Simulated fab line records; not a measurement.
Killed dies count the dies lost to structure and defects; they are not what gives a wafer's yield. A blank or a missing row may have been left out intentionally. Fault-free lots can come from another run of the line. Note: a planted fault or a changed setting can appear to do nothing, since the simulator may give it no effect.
Which tool is to blame? | flow gf180mcu | 24 lots with 72 wafers sampled at 2 steps, on a route of 602 steps

== WHAT EACH GAUGE READ, for each wafer ==
GF_MIM_RS_MEAS_10: uses a four-point probe to measure. Usual: for MIM_ALCU_RS the level is 0.1602 ohm/sq and the standard deviation is 0.0021.
lot  | measured     | on            | MIM_ALCU_RS (ohm/sq) | flag
L074 | day 24 10:55 | film metro-02 | 0.1608 0.1595 0.1598 |
L075 | day 24 18:46 | film metro-02 | 0.1627 0.1628 0.1626 |
L076 | day 25 05:58 | film metro-01 | 0.1609 0.1618 0.1598 |
L077 | day 25 08:25 | film metro-02 | 0.1580 0.1580 0.1590 |
L078 | day 26 00:49 | film metro-01 | 0.1593 0.1616 0.1602 |
L079 | day 26 06:07 | film metro-02 | 0.1615 0.1603 0.1623 |
L080 | day 26 14:47 | film metro-01 | 0.1577 0.1578 0.1589 |
L081 | day 26 18:40 | film metro-01 | 0.1611 0.1593 0.1600 |
L082 | day 27 04:26 | film metro-01 | 0.1604 0.1612 0.1607 |
L083 | day 27 13:15 | film metro-02 | 0.1598 0.1601 0.1596 |
L084 | day 27 21:29 | film metro-04 | 0.1622 0.1616 0.1606 |
L085 | day 28 05:41 | film metro-01 | 0.1582 0.1595 0.1567 |
L086 | day 28 13:55 | film metro-01 | 0.1622 0.1635 0.1598 |
L087 | day 28 19:23 | film metro-02 | 0.1568 0.1573 0.1577 |
L088 | day 29 00:40 | film metro-02 | 0.1657 0.1624 0.1669 |
L089 | day 29 10:10 | film metro-02 | 0.1569 0.1572 0.1576 |
L090 | day 29 16:17 | film metro-01 | 0.1592 0.1594 0.1599 |
L091 | day 29 19:13 | film metro-02 | 0.1603 0.1624 0.1604 |
L092 | day 30 02:10 | film metro-04 | 0.1651 0.1615 0.1620 |
L093 | day 30 07:14 | film metro-04 | 0.1587 0.1585 0.1607 |
L094 | day 30 15:20 | film metro-04 | 0.1601 0.1592 0.1607 |
L095 | day 30 19:43 | film metro-02 | 0.1575 0.1593 0.1563 |
L096 | day 31 03:11 | film metro-04 | 0.1589 0.1614 0.1592 |
L097 | day 31 07:32 | film metro-02 | 0.1552 0.1564 0.1566 |

== WHAT TOOL EACH LOT RAN ON (gives the tool, then ch and the chambers of the sampled wafers, and finally the start) ==
lot  | GF_MIM_SPUTTER_08
L074 | pvd sputter-02, day 24 10:52
L075 | pvd sputter-01, day 24 18:41
L076 | pvd sputter-03, day 25 05:52
L077 | pvd sputter-01, day 25 08:21
L078 | pvd sputter-02, day 26 00:44
L079 | pvd sputter-01, day 26 06:01
L080 | pvd sputter-01, day 26 14:43
L081 | pvd sputter-02, day 26 18:37
L082 | pvd sputter-03, day 27 04:22
L083 | pvd sputter-02, day 27 13:10
L084 | pvd sputter-03, day 27 21:24
L085 | pvd sputter-02, day 28 05:37
L086 | pvd sputter-03, day 28 13:52
L087 | pvd sputter-01, day 28 19:20
L088 | pvd sputter-03, day 29 00:36
L089 | pvd sputter-01, day 29 10:06
L090 | pvd sputter-01, day 29 16:13
L091 | pvd sputter-03, day 29 19:08
L092 | pvd sputter-03, day 30 02:07
L093 | pvd sputter-01, day 30 07:11
L094 | pvd sputter-02, day 30 15:15
L095 | pvd sputter-01, day 30 19:38
L096 | pvd sputter-02, day 31 03:07
L097 | pvd sputter-01, day 31 07:25
- GF_MIM_SPUTTER_08: material AlCu, target thk 200 nm, time 10.6 s.

== AS READ BY THE TOOLS THEMSELVES (means over the sampled wafers that have a number; for cases with no such wafer, the mark the record gives instead) ==
GF_MIM_SPUTTER_08. Usual: 29.8 % for throttle valve pct, sd 1.2.
lot  | tool           | throttle valve pct (%) | flag
L074 | pvd sputter-02 | 30.2                   |
L075 | pvd sputter-01 | 29.9                   |
L076 | pvd sputter-03 | 30.2                   |
L077 | pvd sputter-01 | 29.2                   |
L078 | pvd sputter-02 | 30.0                   |
L079 | pvd sputter-01 | 29.1                   |
L080 | pvd sputter-01 | 31.0                   |
L081 | pvd sputter-02 | 30.5                   |
L082 | pvd sputter-03 | 30.1                   |
L083 | pvd sputter-02 | 30.2                   |
L084 | pvd sputter-03 | 30.3                   |
L085 | pvd sputter-02 | 30.1                   |
L086 | pvd sputter-03 | 30.0                   |
L087 | pvd sputter-01 | 28.9                   |
L088 | pvd sputter-03 | 28.4                   |
L089 | pvd sputter-01 | 30.3                   |
L090 | pvd sputter-01 | 28.9                   |
L091 | pvd sputter-03 | 30.0                   |
L092 | pvd sputter-03 | 30.1                   |
L093 | pvd sputter-01 | 28.9                   |
L094 | pvd sputter-02 | 29.9                   |
L095 | pvd sputter-01 | 28.9                   |
L096 | pvd sputter-02 | 30.1                   |
L097 | pvd sputter-01 | 29.8                   |

== THE ANSWER, worked out from the rows above alone ==
Rule: take the mean of a lot's wafers that have a number; if it is more than 3 standard deviations from the usual mean, the lot is off. Also off: a lot with no number at a reading for which 4 or more lots have one. Any other lot the step has rows for is counted as sound. First the gauges in route order, then the tools' own readings, where a lot's mean is used as printed above. The first step at which some lot is off is used, and at that step the reading that is off furthest; a lot without a number counts as furthest.
No lot is off at any reading shown: from this, nothing can be told.

== WHAT THE SIMULATOR PUT IN ==
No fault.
